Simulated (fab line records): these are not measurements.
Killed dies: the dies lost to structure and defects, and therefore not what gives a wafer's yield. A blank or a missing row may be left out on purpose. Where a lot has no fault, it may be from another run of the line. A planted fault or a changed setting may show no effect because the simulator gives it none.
Split-lot experiment / flow sfq line / 21 wafers read across 5 lots, on a route 325 steps long

== ON THE SPLIT ==
At SFQ_TRILAYER_M7_LITHO_COAT_177 (resist thk 600 nm), the setting spin rpm was moved away from the recipe's 3000 rpm on 7 of the 21 wafers read, by -6.7% to +6.9%. All remaining wafers had this setting at the recipe value.

The reading is taken at the split's own step.

== THE READING ==
KrF_of_TRILAYER_M7_LITHO_COAT_177.thk nm (the simulator's own value, which no gauge read), in nm, at SFQ_TRILAYER_M7_LITHO_COAT_177 (resist thk 600 nm). There is no usual value for it anywhere in the file. The 14 wafers here that ran the recipe average 600.0 nm, standard deviation 2.1 nm.

wafer=L074.1; tool, chamber at the split=litho track-03, 0; spin rpm as run, rpm=3000; against the recipe=recipe; KrF_of_TRILAYER_M7_LITHO_COAT_177.thk nm, nm=602.9; against lot-mates on the recipe=-
wafer=L074.2; tool, chamber at the split=litho track-03, 0; spin rpm as run, rpm=3000; against the recipe=recipe; KrF_of_TRILAYER_M7_LITHO_COAT_177.thk nm, nm=602.3; against lot-mates on the recipe=-
wafer=L074.5; tool, chamber at the split=litho track-03, 0; spin rpm as run, rpm=3000; against the recipe=recipe; KrF_of_TRILAYER_M7_LITHO_COAT_177.thk nm, nm=601; against lot-mates on the recipe=-
wafer=L075.2; tool, chamber at the split=litho track-01, 0; spin rpm as run, rpm=3000; against the recipe=recipe; KrF_of_TRILAYER_M7_LITHO_COAT_177.thk nm, nm=597.6; against lot-mates on the recipe=-
wafer=L075.3; tool, chamber at the split=litho track-01, 0; spin rpm as run, rpm=3000; against the recipe=recipe; KrF_of_TRILAYER_M7_LITHO_COAT_177.thk nm, nm=599.4; against lot-mates on the recipe=-
wafer=L075.4; tool, chamber at the split=litho track-01, 0; spin rpm as run, rpm=3208; against the recipe=+6.9%; KrF_of_TRILAYER_M7_LITHO_COAT_177.thk nm, nm=579.3; against lot-mates on the recipe=-19.1
wafer=L075.5; tool, chamber at the split=litho track-01, 0; spin rpm as run, rpm=3208; against the recipe=+6.9%; KrF_of_TRILAYER_M7_LITHO_COAT_177.thk nm, nm=580.4; against lot-mates on the recipe=-18.0
wafer=L075.6; tool, chamber at the split=litho track-01, 0; spin rpm as run, rpm=3000; against the recipe=recipe; KrF_of_TRILAYER_M7_LITHO_COAT_177.thk nm, nm=598.3; against lot-mates on the recipe=-
wafer=L076.1; tool, chamber at the split=litho track-04, 0; spin rpm as run, rpm=3000; against the recipe=recipe; KrF_of_TRILAYER_M7_LITHO_COAT_177.thk nm, nm=600.7; against lot-mates on the recipe=-
wafer=L076.3; tool, chamber at the split=litho track-04, 0; spin rpm as run, rpm=3000; against the recipe=recipe; KrF_of_TRILAYER_M7_LITHO_COAT_177.thk nm, nm=600.9; against lot-mates on the recipe=-
wafer=L076.4; tool, chamber at the split=litho track-04, 0; spin rpm as run, rpm=2798; against the recipe=-6.7%; KrF_of_TRILAYER_M7_LITHO_COAT_177.thk nm, nm=623.1; against lot-mates on the recipe=+22.3
wafer=L083.1; tool, chamber at the split=litho track-04, 0; spin rpm as run, rpm=2939; against the recipe=-2.0%; KrF_of_TRILAYER_M7_LITHO_COAT_177.thk nm, nm=609.5; against lot-mates on the recipe=+7.7
wafer=L083.2; tool, chamber at the split=litho track-04, 0; spin rpm as run, rpm=3000; against the recipe=recipe; KrF_of_TRILAYER_M7_LITHO_COAT_177.thk nm, nm=600.8; against lot-mates on the recipe=-
wafer=L083.4; tool, chamber at the split=litho track-04, 0; spin rpm as run, rpm=2939; against the recipe=-2.0%; KrF_of_TRILAYER_M7_LITHO_COAT_177.thk nm, nm=608.1; against lot-mates on the recipe=+6.3
wafer=L083.5; tool, chamber at the split=litho track-04, 0; spin rpm as run, rpm=3000; against the recipe=recipe; KrF_of_TRILAYER_M7_LITHO_COAT_177.thk nm, nm=603.2; against lot-mates on the recipe=-
wafer=L083.6; tool, chamber at the split=litho track-04, 0; spin rpm as run, rpm=3000; against the recipe=recipe; KrF_of_TRILAYER_M7_LITHO_COAT_177.thk nm, nm=601.5; against lot-mates on the recipe=-
wafer=L084.1; tool, chamber at the split=litho track-03, 0; spin rpm as run, rpm=3000; against the recipe=recipe; KrF_of_TRILAYER_M7_LITHO_COAT_177.thk nm, nm=597.9; against lot-mates on the recipe=-
wafer=L084.2; tool, chamber at the split=litho track-03, 0; spin rpm as run, rpm=3000; against the recipe=recipe; KrF_of_TRILAYER_M7_LITHO_COAT_177.thk nm, nm=596.8; against lot-mates on the recipe=-
wafer=L084.3; tool, chamber at the split=litho track-03, 0; spin rpm as run, rpm=3097; against the recipe=+3.2%; KrF_of_TRILAYER_M7_LITHO_COAT_177.thk nm, nm=586.8; against lot-mates on the recipe=-10.5
wafer=L084.4; tool, chamber at the split=litho track-03, 0; spin rpm as run, rpm=3000; against the recipe=recipe; KrF_of_TRILAYER_M7_LITHO_COAT_177.thk nm, nm=597.2; against lot-mates on the recipe=-
wafer=L084.5; tool, chamber at the split=litho track-03, 0; spin rpm as run, rpm=3097; against the recipe=+3.2%; KrF_of_TRILAYER_M7_LITHO_COAT_177.thk nm, nm=586.4; against lot-mates on the recipe=-10.9

THE FIT
A straight line over all 21 wafers: KrF_of_TRILAYER_M7_LITHO_COAT_177.thk nm changes by -3.28 nm for each +1% of spin rpm; r = -0.97; the points scatter about the line by 2.3 nm.
The same after taking each lot's own level away (the mean of its wafers on the recipe; 21 wafers): -2.98 nm for each +1%; r = -0.99; scatter 1.1 nm.
On that fit, the largest move of spin rpm shifts the reading by 21 nm.
From 597.30 to 602.07 nm: that is the span of the lots' own levels, equal to 2.3 times the standard deviation above.
In other words, the slope is changed by the lot-to-lot level; the two fits disagree.
Check: -20.9 nm against its lot-mates is what the line predicts for one of the wafers moved furthest among these (+6.9%) when that wafer is left out of the fit. It came out at -19.1 nm against them.

== FURTHER SPLITS ON THESE WAFERS ==
These wafers also went through other splits before the reading. Each is held against what the fit with the lots' levels taken away leaves over:
other split on the same wafers=SFQ_TRILAYER_M6_BARC_OPEN_METAL_ETCH_206 bias w; wafers away from the commonest value=3; r with KrF_of_TRILAYER_M7_LITHO_COAT_177.thk nm (lot level and that fit taken away)=+0.35
other split on the same wafers=SFQ_TRILAYER_I6_DEP_PECVD_165 time s; wafers away from the commonest value=8; r with KrF_of_TRILAYER_M7_LITHO_COAT_177.thk nm (lot level and that fit taken away)=+0.16
other split on the same wafers=SFQ_TRILAYER_I6_VIA_LITHO_PEB_172 peb time s; wafers away from the commonest value=7; r with KrF_of_TRILAYER_M7_LITHO_COAT_177.thk nm (lot level and that fit taken away)=+0.35
other split on the same wafers=SFQ_TRILAYER_M7_DEP_SPUTTER_175 power w; wafers away from the commonest value=7; r with KrF_of_TRILAYER_M7_LITHO_COAT_177.thk nm (lot level and that fit taken away)=+0.56

== THE WHOLE CHAIN: every reading that the file lists as answering this split, in the file's order ==
step=SFQ_TRILAYER_M7_LITHO_COAT_177; what it does=resist thk 600 nm; reading=KrF_of_TRILAYER_M7_LITHO_COAT_177.thk nm (the simulator's own value, which no gauge read); change (the file's fit)=-2.97 nm for each +1% of the setting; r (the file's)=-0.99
step=SFQ_TRILAYER_M7_ETCH_METAL_ETCH_180; what it does=etches Nb in Cl2/Ar, stops on SiO2, target depth 240 nm, time 120 s; reading=KrF_of_TRILAYER_M7_LITHO_COAT_177.thk nm (the simulator's own value, which no gauge read); change (the file's fit)=-3.28 nm for each +1% of the setting, in a fit together with icp w@TRILAYER_M7_ETCH_METAL_ETCH_180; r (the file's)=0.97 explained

== THE FILE'S OWN FIT ==
KrF_of_TRILAYER_M7_LITHO_COAT_177.thk nm changes by -2.97 nm for each +1% of spin rpm, r = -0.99.
